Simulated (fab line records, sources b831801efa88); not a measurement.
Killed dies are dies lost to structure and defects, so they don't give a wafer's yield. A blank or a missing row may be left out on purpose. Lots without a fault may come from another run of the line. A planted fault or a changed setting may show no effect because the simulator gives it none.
Which tool did it? | flow gf180mcu | 12 lots, 36 wafers sampled, at 4 steps of a route of 602

WHAT THE GAUGES READ, wafer by wafer
GF_PSD_OVL_MEAS_08. Usual: PSD_OVL 0.7 nm, standard deviation 1.2.
lot  | measured     | on         | PSD_OVL (nm)   | flag
L668 | day 14 17:55 | overlay-01 | 2.4 0.8 1.2    |
L669 | day 15 05:05 | overlay-01 | -0.5 1.7 0.6   |
L670 | day 15 14:04 | overlay-02 | 0.4 -1.1 1.5   |
L672 | day 16 09:20 | overlay-02 | -1.8 -0.8 -1.6 |
L680 | day 19 00:16 | overlay-01 | -0.9 -0.4 -1.8 |
L681 | day 19 13:06 | overlay-02 | 0.7 -0.8 1.5   |
L684 | day 20 11:25 | overlay-01 | 2.2 3.0 0.8    |
L685 | day 20 18:37 | overlay-02 | 1.0 -1.1 1.3   |
L686 | day 21 02:19 | overlay-02 | 0.4 0.4 -0.5   |
L688 | day 21 20:41 | overlay-02 | -1.6 0.8 1.7   |
L689 | day 22 04:16 | overlay-01 | 2.0 0.7 2.9    |
L690 | day 22 09:06 | overlay-02 | 1.5 1.6 0.3    |

GF_CONTACT_THK_MEAS_01. Usual: CONTACT_CVD_00_THK 302 nm, standard deviation 3.2.
lot  | measured     | on            | CONTACT_CVD_00_THK (nm) | flag
L668 | day 15 17:10 | film_metro-03 | 303 303 304             |
L669 | day 16 04:11 | film_metro-03 | 300 303 300             |
L670 | day 16 13:09 | film_metro-04 | 305 304 305             |
L672 | day 17 09:42 | film_metro-03 | 304 303 309             |
L680 | day 20 02:28 | film_metro-01 | 262 259 258             | OFF
L681 | day 20 15:10 | film_metro-04 | 257 257 256             | OFF
L684 | day 21 13:16 | film_metro-01 | 300 302 302             |
L685 | day 21 21:25 | film_metro-01 | 301 301 300             |
L686 | day 22 03:44 | film_metro-03 | 301 299 299             |
L688 | day 22 21:33 | film_metro-03 | 303 301 302             |
L689 | day 23 05:16 | film_metro-04 | 297 300 296             |
L690 | day 23 10:26 | film_metro-01 | 301 301 302             |

WHICH TOOL RAN EACH LOT (tool, then ch and the chambers of the sampled wafers, then the start)
lot  | GF_SALICIDE_RTA_08               | GF_CONTACT_CVD_00
L668 | rtp_anneal-02 ch 0, day 15 17:00 | hdpcvd-01 ch 0,1, day 15 17:05
L669 | rtp_anneal-01 ch 0, day 16 04:03 | hdpcvd-01 ch 1,2, day 16 04:07
L670 | rtp_anneal-01 ch 0, day 16 12:59 | hdpcvd-01 ch 1,2, day 16 13:04
L672 | rtp_anneal-01 ch 0, day 17 09:33 | hdpcvd-01 ch 0,1, day 17 09:39
L680 | rtp_anneal-02 ch 0, day 20 02:19 | hdpcvd-01 ch 0,1,2, day 20 02:25
L681 | rtp_anneal-01 ch 0, day 20 15:01 | hdpcvd-01 ch 0,1, day 20 15:07
L684 | rtp_anneal-01 ch 0, day 21 13:08 | hdpcvd-02 ch 0,2, day 21 13:14
L685 | rtp_anneal-02 ch 0, day 21 21:17 | hdpcvd-02 ch 0,1,2, day 21 21:22
L686 | rtp_anneal-01 ch 0, day 22 03:35 | hdpcvd-02 ch 1,2, day 22 03:40
L688 | rtp_anneal-02 ch 0, day 22 21:25 | hdpcvd-02 ch 0,1,2, day 22 21:31
L689 | rtp_anneal-02 ch 0, day 23 05:07 | hdpcvd-02 ch 0,1,2, day 23 05:13
L690 | rtp_anneal-02 ch 0, day 23 10:18 | hdpcvd-02 ch 1,2, day 23 10:24
- GF_SALICIDE_RTA_08: time 30 s.
- GF_CONTACT_CVD_00: deposits SiO2, target thk 300 nm, time 50 s.

WHAT THE TOOLS THEMSELVES READ (means of the sampled wafers that have a number; where no wafer has one, the mark that the record gives instead)
GF_SALICIDE_RTA_08. Usual: lamp_power_pct 15.1 %, standard deviation 0.96; wafer_temp_C_max 804.9, standard deviation 1.1.
lot  | tool          | lamp_power_pct (%) | wafer_temp_C_max | flag
L668 | rtp_anneal-02 | 16.0               | 805.2            |
L669 | rtp_anneal-01 | 14.0               | 805.0            |
L670 | rtp_anneal-01 | 14.0               | 805.3            |
L672 | rtp_anneal-01 | 14.1               | 806.4            |
L680 | rtp_anneal-02 | 16.0               | 804.8            |
L681 | rtp_anneal-01 | 14.0               | 804.6            |
L684 | rtp_anneal-01 | 14.1               | 805.6            |
L685 | rtp_anneal-02 | 16.0               | 803.9            |
L686 | rtp_anneal-01 | 14.1               | 805.3            |
L688 | rtp_anneal-02 | 16.0               | 804.9            |
L689 | rtp_anneal-02 | 16.0               | 804.3            |
L690 | rtp_anneal-02 | 16.0               | 805.7            |

GF_CONTACT_CVD_00. Usual: sih4_flow_sccm 60.01 sccm, standard deviation 0.18.
lot  | tool      | sih4_flow_sccm (sccm) | flag
L668 | hdpcvd-01 | 60.16                 |
L669 | hdpcvd-01 | 59.95                 |
L670 | hdpcvd-01 | 60.10                 |
L672 | hdpcvd-01 | 59.84                 |
L680 | hdpcvd-01 | 50.93                 | OFF
L681 | hdpcvd-01 | 50.96                 | OFF
L684 | hdpcvd-02 | 60.02                 |
L685 | hdpcvd-02 | 60.08                 |
L686 | hdpcvd-02 | 59.94                 |
L688 | hdpcvd-02 | 59.94                 |
L689 | hdpcvd-02 | 59.96                 |
L690 | hdpcvd-02 | 60.27                 |

THE ANSWER, worked out from the rows above alone
Rule: a lot is off if the mean of its wafers that have a number lies more than 3 standard deviations from the usual mean. A lot without any number at a reading at which 4 lots or more have one is off too. The other lots that the step has rows for count as sound. The gauges are gone through in route order, then the tools' own readings, and for those a lot's mean is taken as printed above. The first step at which some lot is off is used, and at that step the reading that is off furthest; a lot without a number counts as furthest.
Off: L680, L681, at GF_CONTACT_THK_MEAS_01 (CONTACT_CVD_00_THK).
A tool fits if, at a process step before that reading, it ran every lot that is off, and no sound lot after the first of them. The gauges at GF_CONTACT_THK_MEAS_01 aren't tried: what is off there is off at GF_CONTACT_CVD_00 too, on other tools, and a gauge's error can't cause that. One fits: hdpcvd-01 at GF_CONTACT_CVD_00. Its last sound lot is L672 (day 17 09:39), its first lot that is off L680 (day 20 02:25): a fault that began between those two fits.
The tool's own readings at GF_CONTACT_CVD_00 bear it out: on the lots that are off they differ by more than 5 times the standard deviation of the sound lots' means. sih4_flow_sccm reads 50.95 sccm there against 60.03 sccm on the sound lots.

WHAT THE SIMULATOR HAD PUT IN
Process parameter drift: hdpcvd-01, from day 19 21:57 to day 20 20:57, at GF_CONTACT_CVD_00. Setting sih4_flow_sccm, moved by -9, from 60. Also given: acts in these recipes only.
Lots struck among those shown: L680, L681. The rule above found the same.
